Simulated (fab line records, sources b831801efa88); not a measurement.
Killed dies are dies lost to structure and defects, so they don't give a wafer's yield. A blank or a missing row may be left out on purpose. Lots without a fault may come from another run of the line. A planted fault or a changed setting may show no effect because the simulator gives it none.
Which tool did it? | flow sky130 | 13 lots, 39 wafers sampled, at 5 steps of a route of 708

WHAT THE GAUGES READ, wafer by wafer
SKY_VT_ADJUST_PCH_TW_MEAS_10.
lot  | measured     | on            | VT_ADJUST_PCH_TW
L921 | day 10 18:05 | film_metro-04 | 141.8 142.5 142.3
L922 | day 11 01:07 | film_metro-03 | 142.7 144.0 143.4
L923 | day 11 06:39 | film_metro-03 | 143.1 143.1 142.9
L924 | day 11 09:07 | film_metro-01 | 141.8 142.6 141.9
L925 | day 11 17:47 | film_metro-04 | 142.2 141.9 142.0
L926 | day 12 00:51 | film_metro-04 | 143.0 142.5 142.5
L927 | day 12 09:35 | film_metro-01 | 141.7 142.0 141.7
L928 | day 12 17:23 | film_metro-04 | 142.0 142.0 142.0
L931 | day 13 10:55 | film_metro-04 | 142.2 141.4 141.5
L935 | day 14 20:10 | film_metro-03 | 144.1 143.1 143.4
L937 | day 15 10:35 | film_metro-01 | 141.4 141.7 142.1
L939 | day 15 21:23 | film_metro-03 | 144.5 143.9 144.2
L941 | day 16 14:55 | film_metro-01 | 142.3 142.3 142.1

SKY_GATE_OXIDE_OVL_MEAS_10.
lot  | measured     | on         | GATE_OXIDE_OVL (nm)
L921 | day 14 04:20 | overlay-02 | 0.7 -0.5 1.3
L922 | day 14 10:43 | overlay-02 | 2.4 1.6 2.6
L923 | day 14 19:24 | overlay-02 | -1.7 -0.2 0.2
L924 | day 14 22:23 | overlay-02 | -0.7 1.4 -0.3
L925 | day 15 05:41 | overlay-01 | 2.3 1.3 1.7
L926 | day 15 13:41 | overlay-01 | -1.7 -2.9 -0.7
L927 | day 15 22:15 | overlay-01 | 2.1 1.8 1.8
L928 | day 16 10:02 | overlay-01 | -0.5 -1.3 0.9
L931 | day 17 04:44 | overlay-01 | 0.3 0.7 -0.3
L935 | day 18 16:29 | overlay-02 | 0.7 -0.2 1.3
L937 | day 19 13:39 | overlay-01 | -1.0 -0.8 -2.5
L939 | day 20 00:11 | overlay-02 | -1.0 -0.2 -0.6
L941 | day 20 19:40 | overlay-02 | 0.4 1.2 0.4

SKY_POLY_GATE_THK_MEAS_01.
lot  | measured     | on            | POLY_GATE_CVD_00_THK (nm)
L921 | day 14 08:22 | film_metro-04 | 178.4 178.2 179.0
L922 | day 14 15:13 | film_metro-01 | 180.4 179.4 178.7
L923 | day 15 00:03 | film_metro-04 | 174.5 175.1 176.9
L924 | day 15 02:49 | film_metro-01 | 181.2 180.5 180.6
L925 | day 15 09:41 | film_metro-04 | 178.4 181.1 179.8
L926 | day 15 18:19 | film_metro-01 | 177.2 177.8 178.0
L927 | day 16 02:13 | film_metro-03 | 177.5 176.7 176.8
L928 | day 16 13:53 | film_metro-04 | 177.9 178.1 175.5
L931 | day 17 08:35 | film_metro-04 | 180.1 179.6 180.2
L935 | day 18 23:06 | film_metro-04 | 179.5 180.4 181.3
L937 | day 19 18:14 | film_metro-03 | 197.0 197.5 197.8
L939 | day 20 03:34 | film_metro-03 | 179.1 180.0 179.5
L941 | day 20 23:52 | film_metro-01 | 182.0 181.0 182.1

SKY_POLY_GATE_OVL_MEAS_14.
lot  | measured     | on         | POLY_GATE_OVL (nm)
L921 | day 16 16:56 | overlay-01 | 0 4 0
L922 | day 17 01:40 | overlay-02 | 5 -1 6
L923 | day 17 10:54 | overlay-01 | 4 5 3
L924 | day 17 13:19 | overlay-02 | 7 11 4
L925 | day 17 22:07 | overlay-02 | -1 -5 4
L926 | day 18 08:13 | overlay-02 | -11 -3 -4
L927 | day 18 14:56 | overlay-02 | -4 0 2
L928 | day 19 03:31 | overlay-01 | 3 4 5
L931 | day 20 02:40 | overlay-01 | 4 6 1
L935 | day 21 15:16 | overlay-01 | 0 4 4
L937 | day 22 08:55 | overlay-02 | -1 1 -5
L939 | day 22 17:07 | overlay-02 | 7 13 2
L941 | day 23 14:41 | overlay-02 | 4 -2 4

WHICH TOOL RAN EACH LOT (tool, then ch and the chambers of the sampled wafers, then the start)
lot  | SKY_POLY_GATE_CVD_00
L921 | lpcvd-01 ch 0, day 14 07:10
L922 | lpcvd-01 ch 0, day 14 14:01
L923 | lpcvd-01 ch 0, day 14 22:50
L924 | lpcvd-01 ch 1, day 15 01:37
L925 | lpcvd-01 ch 0, day 15 08:29
L926 | lpcvd-01 ch 0, day 15 17:05
L927 | lpcvd-01 ch 0, day 16 01:00
L928 | lpcvd-01 ch 0, day 16 12:40
L931 | lpcvd-01 ch 1, day 17 07:23
L935 | lpcvd-01 ch 1, day 18 21:54
L937 | lpcvd-01 ch 0, day 19 17:01
L939 | lpcvd-01 ch 1, day 20 02:22
L941 | lpcvd-01 ch 1, day 20 22:40
- SKY_POLY_GATE_CVD_00: deposits poly-Si, target thk 180 nm, time 720 s.

WHAT THE TOOLS THEMSELVES READ (means of the sampled wafers that have a number; where no wafer has one, the mark that the record gives instead)
SKY_POLY_GATE_CVD_00.
lot  | tool     | spike_tc_centre_C (C) | spike_tc_lower_C (C) | spike_tc_top_C (C) | susceptor_temp_C (C)
L921 | lpcvd-01 | 622.8                 | 621.0                | 638.1              | 620.47
L922 | lpcvd-01 | 623.2                 | 620.8                | 637.5              | 620.10
L923 | lpcvd-01 | 621.2                 | 620.3                | 638.6              | 620.02
L924 | lpcvd-01 | 621.4                 | 618.6                | 638.7              | 620.12
L925 | lpcvd-01 | 622.1                 | 620.5                | 638.4              | 620.26
L926 | lpcvd-01 | 622.7                 | 620.4                | 637.9              | 619.66
L927 | lpcvd-01 | 621.9                 | 620.3                | 637.4              | 620.21
L928 | lpcvd-01 | 622.0                 | 620.1                | 638.0              | 619.89
L931 | lpcvd-01 | 621.1                 | 618.1                | 637.8              | 619.89
L935 | lpcvd-01 | 621.2                 | 617.6                | 639.0              | 620.24
L937 | lpcvd-01 | 625.9                 | 624.4                | 641.4              | 623.77
L939 | lpcvd-01 | 620.9                 | 618.4                | 638.9              | 619.72
L941 | lpcvd-01 | 620.2                 | 618.3                | 638.3              | 619.96

THE ANSWER, worked out from the rows above alone
Rule: what is usual is taken from the lots themselves. Put in order of their means at a reading, lots are off if they are a third of the lots or fewer, leave a main group of 4 or more, and stand apart from it by a gap of 3 or more times the standard deviation of the main group's means; of several such gaps the widest counts. A main group whose means are all the same, to the digits that the tables above print for the reading, isn't used. A lot without any number at a reading at which 4 lots or more have one is off too. The other lots that the step has rows for count as sound. The gauges are gone through in route order, then the tools' own readings, and for those a lot's mean is taken as printed above. The first step at which some lot is off is used, and at that step the reading that is off furthest; a lot without a number counts as furthest.
Off: L937, at SKY_POLY_GATE_THK_MEAS_01 (POLY_GATE_CVD_00_THK). The main group: mean 179.0 nm, standard deviation 1.7.
A tool fits if, at a process step before that reading, it ran every lot that is off, and no sound lot after the first of them. The gauges at SKY_POLY_GATE_THK_MEAS_01 aren't tried: what is off there is off at SKY_POLY_GATE_CVD_00 too, on other tools, and a gauge's error can't cause that. None of those tried fits.

WHAT THE SIMULATOR HAD PUT IN
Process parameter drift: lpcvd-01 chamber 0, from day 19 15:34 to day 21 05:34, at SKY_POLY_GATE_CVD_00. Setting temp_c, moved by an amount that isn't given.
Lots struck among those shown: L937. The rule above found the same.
